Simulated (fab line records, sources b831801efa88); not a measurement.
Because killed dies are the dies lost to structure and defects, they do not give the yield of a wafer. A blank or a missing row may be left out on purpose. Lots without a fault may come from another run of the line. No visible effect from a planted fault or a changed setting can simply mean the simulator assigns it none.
fab line records | flow sky130 | part 1 of 2: steps 1 to 22 of 32
[record] lots = 5 | wafers = 15 | lastDay = 48
route steps=708 shown SD_P@321 RES_XHIGH@332 SD_N@342
lots that met no fault: taken from a fault-free run of the same line
startH: start of the lot's first displayed wafer, in hours after the record's first day | waitH: time in hours since the lot's previous step | " unchanged from the row above | L1.1+2: a single row standing in for several wafers | - either no value or no given start | * or withheld: withheld | < > ~ a bound
route shown NAME@n: names a module that has steps shown in the file, with the first one's number in the route | usual: average and standard deviation across the fault-free wafers | same: alike in all rows | chamber/n: place in a boat | sites: readings site by site | _std_site: the standard deviation of these | _edge_site: the outer-site mean with the inner-site mean subtracted | radiusMm: how far each site lies from the wafer's centre | mask NAME#n: copy n | behind: the most recent tool/chamber to have shaped the wafer | hold: what put the lot on hold/how long, in hours/how the hold closed | device: the n, p or np transistor that did not switch | end of line: at the end of the route, the tests of the same wafers | where a step has no rows: the recipe by itself | killed: count of dies lost to structure and defects at first sort (not the wafer's yield) | map: the dies of a wafer, with x for killed, . for not killed, _ for no die there
set.NAME: setting as actually run; set.NAME@STEP: the setting as run at that earlier step | model.NAME: the simulator's own value behind a step, which no gauge read
a table for each step, a row for each wafer; lots at some steps of the route
services: from which hour (startH, from the record's first day; less than 0 if before it) a tool's chamber was out of use, for how many hours, and why
[[steps]]
[step SKY_SD_P_HMDS_01]
[recipe] primeTimeS = 60 | primeTempC = 120
[usual] chillPlateTempC = 22.97/0.11 | exhaustPa = 45.0/0.81 | resistLineTempC = 23.02/0.092
lot.wafer | tool          | chamber | startH | waitH | chillPlateTempC | exhaustPa | resistLineTempC
L075.2    | lithoTrack-04 | 0       | 580.34 | 0.1   | 23.00           | 45.9      | 23.24
L075.3    | "             | 0       | "      | "     | 23.02           | 44.3      | 23.11
L075.4    | "             | 0       | "      | "     | 23.08           | 43.8      | 23.12
L076.2    | lithoTrack-04 | 0       | 594.14 | 0.1   | 22.85           | 47.0      | 23.20
L076.4    | "             | 0       | "      | "     | 23.08           | 45.4      | 23.04
L076.6    | "             | 0       | "      | "     | 22.96           | 45.3      | 23.15
L077.1    | lithoTrack-04 | 0       | 599.57 | 0.1   | 22.92           | 45.4      | 22.98
L077.3    | "             | 0       | "      | "     | 22.82           | 44.1      | 22.99
L077.6    | "             | 0       | "      | "     | 22.84           | 43.9      | 22.90
L078.2    | lithoTrack-03 | 0       | 607.41 | 0.1   | 22.65           | 45.4      | 23.06
L078.5    | "             | 0       | "      | "     | 22.96           | 46.1      | 23.03
L078.6    | "             | 0       | "      | "     | 23.02           | 46.0      | 22.87
L089.3    | lithoTrack-04 | 0       | 694.77 | 0.1   | 22.94           | 45.7      | 22.97
L089.4    | "             | 0       | "      | "     | 22.97           | 43.7      | 23.01
L089.6    | "             | 0       | "      | "     | 22.99           | 45.3      | 23.00
[step SKY_SD_P_COAT_02]
[recipe] resist = NOVOLAK | spinRpm = 3000 | resistThkNm = 1140
[usual] chillPlateTempC = 22.99/0.12 | exhaustPa = 45.1/0.87 | resistLineTempC = 22.98/0.11
lot.wafer | tool          | chamber | startH | waitH | chillPlateTempC | exhaustPa | resistLineTempC
L075.2    | lithoTrack-04 | 0       | 580.49 | 0.1   | 23.11           | 45.0      | 22.89
L075.3    | "             | 0       | "      | "     | 23.08           | 45.8      | 22.92
L075.4    | "             | 0       | "      | "     | 23.01           | 45.5      | 22.91
L076.2    | lithoTrack-04 | 0       | 594.29 | 0.1   | 22.95           | 44.4      | 22.93
L076.4    | "             | 0       | "      | "     | 22.99           | 45.0      | 23.01
L076.6    | "             | 0       | "      | "     | 23.00           | 44.0      | 22.87
L077.1    | lithoTrack-04 | 0       | 599.72 | 0.1   | 23.08           | 44.4      | 23.08
L077.3    | "             | 0       | "      | "     | 23.19           | 45.6      | 23.06
L077.6    | "             | 0       | "      | "     | 22.99           | 44.5      | 22.90
L078.2    | lithoTrack-03 | 0       | 607.56 | 0.1   | 22.78           | 44.3      | 23.01
L078.5    | "             | 0       | "      | "     | 22.94           | 44.3      | 23.23
L078.6    | "             | 0       | "      | "     | 22.93           | 43.0      | 23.08
L089.3    | lithoTrack-04 | 0       | 694.92 | 0.1   | 22.93           | 46.1      | 22.96
L089.4    | "             | 0       | "      | "     | 22.97           | 45.7      | 22.96
L089.6    | "             | 0       | "      | "     | 22.87           | 44.8      | 22.76
[step SKY_SD_P_SOFTBAKE_03]
[recipe] tempC = 90 | timeS = 60 | resist = NOVOLAK
[usual] chillPlateTempC = 23.02/0.1 | exhaustPa = 45.0/0.85 | resistLineTempC = 22.99/0.1
lot.wafer | tool          | chamber | startH | waitH | chillPlateTempC | exhaustPa | resistLineTempC
L075.2    | lithoTrack-04 | 0       | 580.64 | 0.1   | 22.98           | 44.8      | 23.02
L075.3    | "             | 0       | "      | "     | 23.04           | 45.6      | 23.17
L075.4    | "             | 0       | "      | "     | 22.94           | 44.6      | 23.00
L076.2    | lithoTrack-04 | 0       | 594.44 | 0.1   | 23.24           | 45.8      | 22.99
L076.4    | "             | 0       | "      | "     | 23.12           | 45.7      | 23.08
L076.6    | "             | 0       | "      | "     | 23.01           | 47.3      | 23.01
L077.1    | lithoTrack-04 | 0       | 599.87 | 0.1   | 23.00           | 43.6      | 22.96
L077.3    | "             | 0       | "      | "     | 23.05           | 46.7      | 22.84
L077.6    | "             | 0       | "      | "     | 22.91           | 44.7      | 22.88
L078.2    | lithoTrack-03 | 0       | 607.71 | 0.1   | 23.07           | 45.1      | 23.10
L078.5    | "             | 0       | "      | "     | 23.04           | 46.6      | 23.07
L078.6    | "             | 0       | "      | "     | 23.03           | 45.8      | 22.89
L089.3    | lithoTrack-04 | 0       | 695.07 | 0.1   | 23.25           | 45.2      | 23.00
L089.4    | "             | 0       | "      | "     | 23.14           | 45.7      | 22.78
L089.6    | "             | 0       | "      | "     | 23.27           | 43.9      | 22.95
[step SKY_SD_P_EXPOSE_04]
[recipe] maskId = PSDM | na = 0.6 | sourceShape = conventional | sigmaOuter = 0.6 | polarization = unpolarized | targetCdNm = 380 | doseMj = 138
lot.wafer  | tool            | chamber | startH | waitH | mask
L075.2+3+4 | ilineStepper-01 | 0       | -      | -     | PSDM#0
L076.2+4+6 | ilineStepper-01 | 0       | -      | -     | PSDM#0
L077.1+3+6 | ilineStepper-01 | 0       | -      | -     | PSDM#0
L078.2+5+6 | ilineStepper-01 | 0       | -      | -     | PSDM#0
L089.3+4+6 | ilineStepper-02 | 0       | -      | -     | PSDM#0
[step SKY_SD_P_PEB_05]
[recipe] tempC = withheld | timeS = * | resist = NOVOLAK
[usual] chillPlateTempC = * | exhaustPa = 44.9/1 | resistLineTempC = *
lot.wafer | tool          | chamber | startH | waitH | chillPlateTempC | exhaustPa | resistLineTempC
L075.2    | lithoTrack-02 | 0       | -      | -     | *               | 45.1      | *
L075.3    | "             | 0       | "      | "     | *               | 47.1      | *
L075.4    | "             | 0       | "      | "     | *               | 46.0      | *
L076.2    | lithoTrack-04 | 0       | -      | -     | *               | 43.7      | *
L076.4    | "             | 0       | "      | "     | *               | 42.2      | *
L076.6    | "             | 0       | "      | "     | *               | 43.5      | *
L077.1    | lithoTrack-03 | 0       | -      | -     | *               | 45.3      | *
L077.3    | "             | 0       | "      | "     | *               | 46.5      | *
L077.6    | "             | 0       | "      | "     | *               | 45.5      | *
L078.2    | lithoTrack-04 | 0       | -      | -     | *               | 44.1      | *
L078.5    | "             | 0       | "      | "     | *               | 46.3      | *
L078.6    | "             | 0       | "      | "     | *               | 45.8      | *
L089.3    | lithoTrack-03 | 0       | -      | -     | *               | 44.1      | *
L089.4    | "             | 0       | "      | "     | *               | 44.2      | *
L089.6    | "             | 0       | "      | "     | *               | 41.9      | *
[step SKY_SD_P_DEVELOP_06]
[recipe] resist = NOVOLAK | developer = TMAH | developTimeS = 58.29 | devTempC = 23
[usual] chillPlateTempC = 23.01/0.11 | exhaustPa = 45.2/0.93 | resistLineTempC = 23.01/0.093
lot.wafer | tool          | chamber | startH | waitH | chillPlateTempC | exhaustPa | resistLineTempC
L075.2    | lithoTrack-02 | 0       | 594.71 | 0.1   | 23.04           | 44.6      | 23.02
L075.3    | "             | 0       | "      | "     | 23.12           | 46.4      | 23.07
L075.4    | "             | 0       | "      | "     | 23.14           | 46.3      | 22.99
L076.2    | lithoTrack-04 | 0       | 609.39 | 0.1   | 22.74           | 45.8      | 22.99
L076.4    | "             | 0       | "      | "     | 22.92           | 46.9      | 22.83
L076.6    | "             | 0       | "      | "     | 23.00           | 44.9      | 22.99
L077.1    | lithoTrack-03 | 0       | 615.59 | 0.1   | 22.93           | 46.1      | 23.24
L077.3    | "             | 0       | "      | "     | 22.91           | 45.6      | 23.11
L077.6    | "             | 0       | "      | "     | 22.96           | 46.3      | 23.15
L078.2    | lithoTrack-04 | 0       | 622.29 | 0.1   | 23.03           | 44.9      | 23.03
L078.5    | "             | 0       | "      | "     | 23.10           | 45.8      | 23.01
L078.6    | "             | 0       | "      | "     | 23.02           | 46.1      | 22.91
L089.3    | lithoTrack-03 | 0       | 709.29 | 0.1   | 22.92           | 46.0      | 23.11
L089.4    | "             | 0       | "      | "     | 22.84           | 45.8      | 23.08
L089.6    | "             | 0       | "      | "     | 22.80           | 44.0      | 23.13
[step SKY_SD_P_CD_MEAS_07]
[recipe] targetCdNm = 380
[usual] cdNm = 380.2/2.5
lot.wafer | tool     | chamber | startH | waitH | cdNm
L075.2    | cdSem-02 | -       | 594.85 | 0.1   | 376.5
L075.3    | "        | -       | "      | "     | 378.7
L075.4    | "        | -       | "      | "     | 379.4
L076.2    | cdSem-02 | -       | 609.54 | 0.1   | 379.6
L076.4    | "        | -       | "      | "     | 381.3
L076.6    | "        | -       | "      | "     | 381.6
L077.1    | cdSem-02 | -       | 615.74 | 0.1   | 380.7
L077.3    | "        | -       | "      | "     | 382.3
L077.6    | "        | -       | "      | "     | 382.4
L078.2    | cdSem-01 | -       | 622.44 | 0.1   | 380.0
L078.5    | "        | -       | "      | "     | 381.1
L078.6    | "        | -       | "      | "     | 378.6
L089.3    | cdSem-02 | -       | 709.43 | 0.1   | 383.3
L089.4    | "        | -       | "      | "     | 380.3
L089.6    | "        | -       | "      | "     | 382.3
[step SKY_SD_P_OVL_MEAS_08]
[usual] SD_P_OVL = -0.2/1.4
lot.wafer | tool       | chamber | startH | waitH | SD_P_OVL[nm]
L075.2    | overlay-02 | -       | 594.96 | 0.1   | 1.0
L075.3    | "          | -       | "      | "     | 1.2
L075.4    | "          | -       | "      | "     | -1.3
L076.2    | overlay-02 | -       | 609.64 | 0.1   | -2.2
L076.4    | "          | -       | "      | "     | -0.6
L076.6    | "          | -       | "      | "     | -1.8
L077.1    | overlay-02 | -       | 615.86 | 0.1   | 0.7
L077.3    | "          | -       | "      | "     | -0.3
L077.6    | "          | -       | "      | "     | -0.4
L078.2    | overlay-01 | -       | 622.54 | 0.1   | -0.1
L078.5    | "          | -       | "      | "     | 1.3
L078.6    | "          | -       | "      | "     | 0.7
L089.3    | overlay-01 | -       | 709.52 | 0.1   | 0.2
L089.4    | "          | -       | "      | "     | -0.2
L089.6    | "          | -       | "      | "     | 0.2
[step SKY_SD_P_IMPLANT_09]
[recipe] species = BF2 | energyKev = 20 | doseCm2 = 3e+15 | tiltDeg = 0
lot.wafer  | tool         | chamber | startH | waitH
L075.2+3+4 | implanter-04 | 0       | 595.01 | 0.0
L076.2+4+6 | implanter-01 | 0       | 609.70 | 0.0
L077.1+3+6 | implanter-04 | 0       | 615.89 | 0.0
L078.2+5+6 | implanter-04 | 0       | 622.60 | 0.0
L089.3+4+6 | implanter-01 | 0       | 709.59 | 0.1
[step SKY_SD_P_STRIP_10]
[recipe] chemistry = O2/N2 | powerW = 1400 | pressureMtorr = 1500 | platenTempC = withheld | o2FlowSccm = 3000 | n2FlowSccm = 300 | overashFraction = 0.5
[usual] drypumpMotorCurrentA = 5.8/0.4 | oesProductAu = 0.618/0.0044 | stripTimeToEndpointS = 17.49/0.042
lot.wafer | tool           | chamber | startH | waitH | drypumpMotorCurrentA | oesProductAu | rfHoursCounterH | stripTimeToEndpointS
L075.2    | plasmaAsher-04 | 1       | 595.14 | 0.1   | 5.7                  | 0.622        | 80              | 17.46
L075.3    | "              | 1       | "      | "     | 5.7                  | 0.619        | -               | 17.47
L075.4    | "              | 0       | "      | "     | 5.2                  | 0.616        | -               | 17.45
L076.2    | plasmaAsher-04 | 1       | 609.82 | 0.1   | 5.7                  | 0.620        | 81              | 17.59
L076.4    | "              | 0       | "      | "     | 5.2                  | 0.621        | -               | 17.53
L076.6    | "              | 0       | "      | "     | 5.2                  | 0.627        | -               | 17.60
L077.1    | plasmaAsher-04 | 1       | 616.04 | 0.1   | 5.7                  | 0.615        | 81              | 17.48
L077.3    | "              | 1       | "      | "     | 5.7                  | 0.616        | -               | 17.46
L077.6    | "              | 0       | "      | "     | 5.2                  | 0.621        | -               | 17.48
L078.2    | plasmaAsher-01 | 1       | 622.72 | 0.1   | 6.1                  | 0.622        | 47              | 17.51
L078.5    | "              | 1       | "      | "     | 6.1                  | 0.611        | -               | 17.50
L078.6    | "              | 0       | "      | "     | 5.7                  | 0.622        | -               | 17.47
L089.3    | plasmaAsher-01 | 1       | 709.73 | 0.1   | 6.1                  | 0.620        | -               | 17.46
L089.4    | "              | 0       | "      | "     | 5.7                  | 0.626        | -               | 17.49
L089.6    | "              | 0       | "      | "     | 5.7                  | 0.627        | -               | 17.51
[step SKY_SD_P_TW_MEAS_11]
[usual] SD_P_TW = 2821/29
lot.wafer | tool         | chamber | startH | waitH | SD_P_TW
L075.2    | filmMetro-04 | -       | 595.25 | 0.1   | 2795
L075.3    | "            | -       | "      | "     | 2798
L075.4    | "            | -       | "      | "     | 2791
L076.2    | filmMetro-04 | -       | 609.93 | 0.1   | 2800
L076.4    | "            | -       | "      | "     | 2800
L076.6    | "            | -       | "      | "     | 2793
L077.1    | filmMetro-03 | -       | 616.14 | 0.1   | 2836
L077.3    | "            | -       | "      | "     | 2845
L077.6    | "            | -       | "      | "     | 2848
L078.2    | filmMetro-02 | -       | 622.83 | 0.1   | 2847
L078.5    | "            | -       | "      | "     | 2857
L078.6    | "            | -       | "      | "     | 2866
L089.3    | filmMetro-02 | -       | 709.81 | 0.1   | 2861
L089.4    | "            | -       | "      | "     | 2854
L089.6    | "            | -       | "      | "     | 2860
[step SKY_RES_XHIGH_DEHYDRATE_00]
[recipe] tempC = 200 | timeS = 60
[usual] chillPlateTempC = 23.01/0.12 | exhaustPa = 45.0/0.97 | resistLineTempC = 23.00/0.095
lot.wafer | tool          | chamber | startH | waitH | chillPlateTempC | exhaustPa | resistLineTempC
L075.2    | lithoTrack-03 | 0       | 610.26 | 15.0  | 23.19           | 43.4      | 22.97
L075.3    | "             | 0       | "      | "     | 23.08           | 44.5      | 23.02
L075.4    | "             | 0       | "      | "     | 23.11           | 43.8      | 22.85
L076.2    | lithoTrack-04 | 0       | 623.79 | 13.8  | 23.08           | 46.5      | 23.24
L076.4    | "             | 0       | "      | "     | 23.00           | 44.3      | 23.00
L076.6    | "             | 0       | "      | "     | 23.16           | 44.2      | 23.12
L077.1    | lithoTrack-04 | 0       | 628.77 | 12.6  | 23.07           | 45.5      | 22.99
L077.3    | "             | 0       | "      | "     | 22.86           | 46.6      | 22.83
L077.6    | "             | 0       | "      | "     | 23.01           | 46.3      | 22.96
L078.2    | lithoTrack-03 | 0       | 635.26 | 12.4  | 22.98           | 44.8      | 22.96
L078.5    | "             | 0       | "      | "     | 22.97           | 44.2      | 22.99
L078.6    | "             | 0       | "      | "     | 22.94           | 44.4      | 23.02
L089.3    | lithoTrack-03 | 0       | 722.79 | 13.0  | 23.13           | 43.5      | 23.01
L089.4    | "             | 0       | "      | "     | 23.10           | 42.8      | 22.94
L089.6    | "             | 0       | "      | "     | 23.08           | 44.1      | 22.93
[step SKY_RES_XHIGH_HMDS_01]
[recipe] primeTimeS = 60 | primeTempC = 120
[usual] chillPlateTempC = 23.02/0.1 | exhaustPa = 45.2/0.91 | resistLineTempC = 23.00/0.11
lot.wafer | tool          | chamber | startH | waitH | chillPlateTempC | exhaustPa | resistLineTempC
L075.2    | lithoTrack-03 | 0       | 610.41 | 0.1   | 22.94           | 45.7      | 22.91
L075.3    | "             | 0       | "      | "     | 23.00           | 45.2      | 23.03
L075.4    | "             | 0       | "      | "     | 23.06           | 45.7      | 22.80
L076.2    | lithoTrack-04 | 0       | 623.94 | 0.1   | 22.99           | 45.2      | 23.10
L076.4    | "             | 0       | "      | "     | 22.94           | 44.8      | 22.92
L076.6    | "             | 0       | "      | "     | 23.04           | 44.7      | 23.06
L077.1    | lithoTrack-04 | 0       | 628.92 | 0.1   | 23.17           | 45.4      | 23.06
L077.3    | "             | 0       | "      | "     | 23.19           | 45.8      | 23.05
L077.6    | "             | 0       | "      | "     | 23.09           | 45.8      | 23.05
L078.2    | lithoTrack-03 | 0       | 635.41 | 0.1   | 22.89           | 44.7      | 22.84
L078.5    | "             | 0       | "      | "     | 22.96           | 46.9      | 22.82
L078.6    | "             | 0       | "      | "     | 22.95           | 46.0      | 23.02
L089.3    | lithoTrack-03 | 0       | 722.94 | 0.1   | 23.05           | 46.2      | 23.01
L089.4    | "             | 0       | "      | "     | 22.98           | 45.0      | 22.96
L089.6    | "             | 0       | "      | "     | 22.86           | 45.4      | 23.05
[step SKY_RES_XHIGH_COAT_02]
[recipe] resist = NOVOLAK | spinRpm = 3000 | resistThkNm = 1140
[usual] chillPlateTempC = 23.03/0.1 | exhaustPa = 45.0/0.85 | resistLineTempC = 23.01/0.09
lot.wafer | tool          | chamber | startH | waitH | chillPlateTempC | exhaustPa | resistLineTempC
L075.2    | lithoTrack-03 | 0       | 610.56 | 0.1   | 23.09           | 44.7      | 23.07
L075.3    | "             | 0       | "      | "     | 22.98           | 43.5      | 23.08
L075.4    | "             | 0       | "      | "     | 22.98           | 43.9      | 23.04
L076.2    | lithoTrack-04 | 0       | 624.09 | 0.1   | 22.98           | 45.3      | 22.99
L076.4    | "             | 0       | "      | "     | 23.18           | 45.2      | 22.99
L076.6    | "             | 0       | "      | "     | 23.05           | 45.4      | 23.03
L077.1    | lithoTrack-04 | 0       | 629.07 | 0.1   | 23.04           | 45.5      | 22.86
L077.3    | "             | 0       | "      | "     | 22.92           | 45.8      | 22.86
L077.6    | "             | 0       | "      | "     | 23.07           | 45.0      | 22.90
L078.2    | lithoTrack-03 | 0       | 635.56 | 0.1   | 23.06           | 46.3      | 23.16
L078.5    | "             | 0       | "      | "     | 23.14           | 44.7      | 22.94
L078.6    | "             | 0       | "      | "     | 23.05           | 45.4      | 22.93
L089.3    | lithoTrack-03 | 0       | 723.09 | 0.1   | 22.94           | 44.5      | 22.81
L089.4    | "             | 0       | "      | "     | 22.90           | 44.9      | 22.95
L089.6    | "             | 0       | "      | "     | 22.95           | 46.2      | 23.00
[step SKY_RES_XHIGH_SOFTBAKE_03]
[recipe] tempC = 90 | timeS = 60 | resist = NOVOLAK
[usual] chillPlateTempC = 23.02/0.1 | exhaustPa = 45.0/0.96 | resistLineTempC = 23.02/0.11
lot.wafer | tool          | chamber | startH | waitH | chillPlateTempC | exhaustPa | resistLineTempC
L075.2    | lithoTrack-03 | 0       | 610.71 | 0.1   | 23.10           | 44.3      | 23.03
L075.3    | "             | 0       | "      | "     | 23.25           | 45.1      | 22.99
L075.4    | "             | 0       | "      | "     | 23.17           | 43.4      | 23.06
L076.2    | lithoTrack-04 | 0       | 624.24 | 0.1   | 23.18           | 44.8      | 23.14
L076.4    | "             | 0       | "      | "     | 23.13           | 44.9      | 22.94
L076.6    | "             | 0       | "      | "     | 23.00           | 44.4      | 23.06
L077.1    | lithoTrack-04 | 0       | 629.22 | 0.1   | 23.11           | 45.2      | 23.18
L077.3    | "             | 0       | "      | "     | 23.08           | 45.0      | 23.09
L077.6    | "             | 0       | "      | "     | 23.02           | 43.9      | 23.10
L078.2    | lithoTrack-03 | 0       | 635.71 | 0.1   | 22.88           | 45.2      | 23.13
L078.5    | "             | 0       | "      | "     | 22.87           | 46.2      | 23.03
L078.6    | "             | 0       | "      | "     | 22.86           | 46.0      | 23.15
L089.3    | lithoTrack-03 | 0       | 723.24 | 0.1   | 22.95           | 45.3      | 22.85
L089.4    | "             | 0       | "      | "     | 23.07           | 45.4      | 22.83
L089.6    | "             | 0       | "      | "     | 23.20           | 43.8      | 22.92
[step SKY_RES_XHIGH_EXPOSE_04]
[recipe] maskId = URPM | na = 0.6 | sourceShape = conventional | sigmaOuter = 0.6 | polarization = unpolarized | targetCdNm = 1270 | doseMj = 140
lot.wafer  | tool            | chamber | startH | waitH | mask
L075.2+3+4 | ilineStepper-02 | 0       | -      | -     | URPM#0
L076.2+4+6 | ilineStepper-02 | 0       | -      | -     | URPM#0
L077.1+3+6 | ilineStepper-01 | 0       | -      | -     | URPM#0
L078.2+5+6 | ilineStepper-01 | 0       | -      | -     | URPM#0
L089.3+4+6 | ilineStepper-02 | 0       | -      | -     | URPM#0
[step SKY_RES_XHIGH_PEB_05]
[recipe] tempC = withheld | timeS = * | resist = NOVOLAK
[usual] chillPlateTempC = * | exhaustPa = 45.1/0.85 | resistLineTempC = *
lot.wafer | tool          | chamber | startH | waitH | chillPlateTempC | exhaustPa | resistLineTempC
L075.2    | lithoTrack-03 | 0       | -      | -     | *               | 45.3      | *
L075.3    | "             | 0       | "      | "     | *               | 44.5      | *
L075.4    | "             | 0       | "      | "     | *               | 45.0      | *
L076.2    | lithoTrack-01 | 0       | -      | -     | *               | 46.0      | *
L076.4    | "             | 0       | "      | "     | *               | 44.6      | *
L076.6    | "             | 0       | "      | "     | *               | 43.9      | *
L077.1    | lithoTrack-04 | 0       | -      | -     | *               | 44.7      | *
L077.3    | "             | 0       | "      | "     | *               | 44.1      | *
L077.6    | "             | 0       | "      | "     | *               | 43.2      | *
L078.2    | lithoTrack-04 | 0       | -      | -     | *               | 44.9      | *
L078.5    | "             | 0       | "      | "     | *               | 44.7      | *
L078.6    | "             | 0       | "      | "     | *               | 45.8      | *
L089.3    | lithoTrack-01 | 0       | -      | -     | *               | 44.7      | *
L089.4    | "             | 0       | "      | "     | *               | 45.6      | *
L089.6    | "             | 0       | "      | "     | *               | 45.2      | *
[step SKY_RES_XHIGH_DEVELOP_06]
[recipe] resist = NOVOLAK | developer = TMAH | developTimeS = 60 | devTempC = 23
[usual] chillPlateTempC = 22.99/0.1 | exhaustPa = 45.0/1 | resistLineTempC = 23.00/0.1
lot.wafer | tool          | chamber | startH | waitH | chillPlateTempC | exhaustPa | resistLineTempC
L075.2    | lithoTrack-03 | 0       | 624.41 | 0.1   | 22.83           | 45.5      | 22.80
L075.3    | "             | 0       | "      | "     | 22.88           | 45.3      | 22.73
L075.4    | "             | 0       | "      | "     | 22.94           | 44.2      | 22.99
L076.2    | lithoTrack-01 | 0       | 638.20 | 0.1   | 22.95           | 45.9      | 22.96
L076.4    | "             | 0       | "      | "     | 23.03           | 44.9      | 22.98
L076.6    | "             | 0       | "      | "     | 23.12           | 46.5      | 22.94
L077.1    | lithoTrack-04 | 0       | 644.87 | 0.1   | 23.04           | 44.2      | 22.90
L077.3    | "             | 0       | "      | "     | 23.04           | 46.0      | 23.06
L077.6    | "             | 0       | "      | "     | 23.13           | 44.5      | 22.99
L078.2    | lithoTrack-04 | 0       | 650.94 | 0.1   | 23.05           | 44.9      | 23.00
L078.5    | "             | 0       | "      | "     | 22.92           | 44.5      | 23.01
L078.6    | "             | 0       | "      | "     | 23.09           | 45.4      | 23.05
L089.3    | lithoTrack-01 | 0       | 737.68 | 0.1   | 22.77           | 45.3      | 23.12
L089.4    | "             | 0       | "      | "     | 22.92           | 44.7      | 23.04
L089.6    | "             | 0       | "      | "     | 23.06           | 46.0      | 23.19
[step SKY_RES_XHIGH_IMPLANT_07]
[recipe] species = BF2 | energyKev = 20 | doseCm2 = 3.6e+14 | tiltDeg = 0
lot.wafer  | tool         | chamber | startH | waitH
L075.2+3+4 | implanter-02 | 0       | 624.56 | 0.1
L076.2+4+6 | implanter-03 | 0       | 638.35 | 0.1
L077.1+3+6 | implanter-04 | 0       | 645.02 | 0.1
L078.2+5+6 | implanter-03 | 0       | 651.09 | 0.1
L089.3+4+6 | implanter-02 | 0       | 737.83 | 0.1
[step SKY_RES_XHIGH_STRIP_08]
[recipe] chemistry = O2/N2 | powerW = 1400 | pressureMtorr = 1500 | platenTempC = withheld | o2FlowSccm = 3000 | n2FlowSccm = 300 | overashFraction = 0.5
[usual] drypumpMotorCurrentA = 5.7/0.32 | oesProductAu = 0.711/0.0046 | stripTimeToEndpointS = 14.28/0.036
lot.wafer | tool           | chamber | startH | waitH | drypumpMotorCurrentA | oesProductAu | rfHoursCounterH | stripTimeToEndpointS
L075.2    | plasmaAsher-03 | 1       | 624.69 | 0.1   | 5.7                  | 0.709        | 17              | 14.29
L075.3    | "              | 1       | "      | "     | 5.7                  | 0.715        | -               | 14.26
L075.4    | "              | 0       | "      | "     | 5.2                  | 0.710        | -               | 14.33
L076.2    | plasmaAsher-01 | 0       | 638.48 | 0.1   | 5.7                  | 0.710        | 49              | 14.31
L076.4    | "              | 1       | "      | "     | 6.1                  | 0.709        | -               | 14.32
L076.6    | "              | 0       | "      | "     | 5.7                  | 0.717        | -               | 14.38
L077.1    | plasmaAsher-03 | 0       | 645.17 | 0.1   | 5.2                  | 0.707        | 19              | 14.23
L077.3    | "              | 1       | "      | "     | 5.7                  | 0.708        | -               | 14.25
L077.6    | "              | 1       | "      | "     | 5.7                  | 0.703        | -               | 14.19
L078.2    | plasmaAsher-01 | 1       | 651.22 | 0.1   | 6.1                  | 0.711        | 50              | 14.23
L078.5    | "              | 0       | "      | "     | 5.7                  | 0.708        | -               | 14.24
L078.6    | "              | 1       | "      | "     | 6.1                  | 0.715        | -               | 14.24
L089.3    | plasmaAsher-01 | 0       | 737.96 | 0.1   | 5.7                  | 0.709        | -               | 14.21
L089.4    | "              | 1       | "      | "     | 6.1                  | 0.716        | -               | 14.20
L089.6    | "              | 1       | "      | "     | 6.1                  | 0.712        | -               | 14.26
[step SKY_RES_XHIGH_TW_MEAS_09]
[usual] RES_XHIGH_TW = 1643/15
lot.wafer | tool         | chamber | startH | waitH | RES_XHIGH_TW
L075.2    | filmMetro-03 | -       | 624.80 | 0.1   | 1641
L075.3    | "            | -       | "      | "     | 1635
L075.4    | "            | -       | "      | "     | 1638
L076.2    | filmMetro-04 | -       | 638.59 | 0.1   | 1613
L076.4    | "            | -       | "      | "     | 1614
L076.6    | "            | -       | "      | "     | 1631
L077.1    | filmMetro-02 | -       | 645.27 | 0.1   | 1661
L077.3    | "            | -       | "      | "     | 1658
L077.6    | "            | -       | "      | "     | 1647
L078.2    | filmMetro-02 | -       | 651.33 | 0.1   | 1647
L078.5    | "            | -       | "      | "     | 1658
L078.6    | "            | -       | "      | "     | 1668
L089.3    | filmMetro-02 | -       | 738.05 | 0.1   | 1649
L089.4    | "            | -       | "      | "     | 1654
L089.6    | "            | -       | "      | "     | 1647
[step SKY_SD_N_DEHYDRATE_00]
[recipe] tempC = 200 | timeS = 60
[usual] chillPlateTempC = 22.99/0.12 | exhaustPa = 44.9/0.96 | resistLineTempC = 22.99/0.11
lot.wafer | tool          | chamber | startH | waitH | chillPlateTempC | exhaustPa | resistLineTempC
L075.2    | lithoTrack-02 | 0       | 638.81 | 14.0  | 23.15           | 44.9      | 22.68
L075.3    | "             | 0       | "      | "     | 23.23           | 44.7      | 22.90
L075.4    | "             | 0       | "      | "     | 23.16           | 43.8      | 22.78
L076.2    | lithoTrack-01 | 0       | 652.85 | 14.3  | 22.84           | 45.2      | 22.84
L076.4    | "             | 0       | "      | "     | 23.02           | 45.4      | 22.86
L076.6    | "             | 0       | "      | "     | 22.96           | 44.7      | 22.77
L077.1    | lithoTrack-01 | 0       | 657.73 | 12.5  | 23.11           | 43.2      | 23.01
L077.3    | "             | 0       | "      | "     | 23.09           | 45.2      | 22.83
L077.6    | "             | 0       | "      | "     | 23.02           | 44.1      | 23.00
L078.2    | lithoTrack-03 | 0       | 663.81 | 12.5  | 22.77           | 43.3      | 23.02
L078.5    | "             | 0       | "      | "     | 22.79           | 44.9      | 23.12
L078.6    | "             | 0       | "      | "     | 22.82           | 44.2      | 23.10
L089.3    | lithoTrack-03 | 0       | 750.74 | 12.7  | 23.01           | 45.0      | 22.90
L089.4    | "             | 0       | "      | "     | 22.96           | 44.4      | 22.92
L089.6    | "             | 0       | "      | "     | 23.04           | 44.0      | 22.86
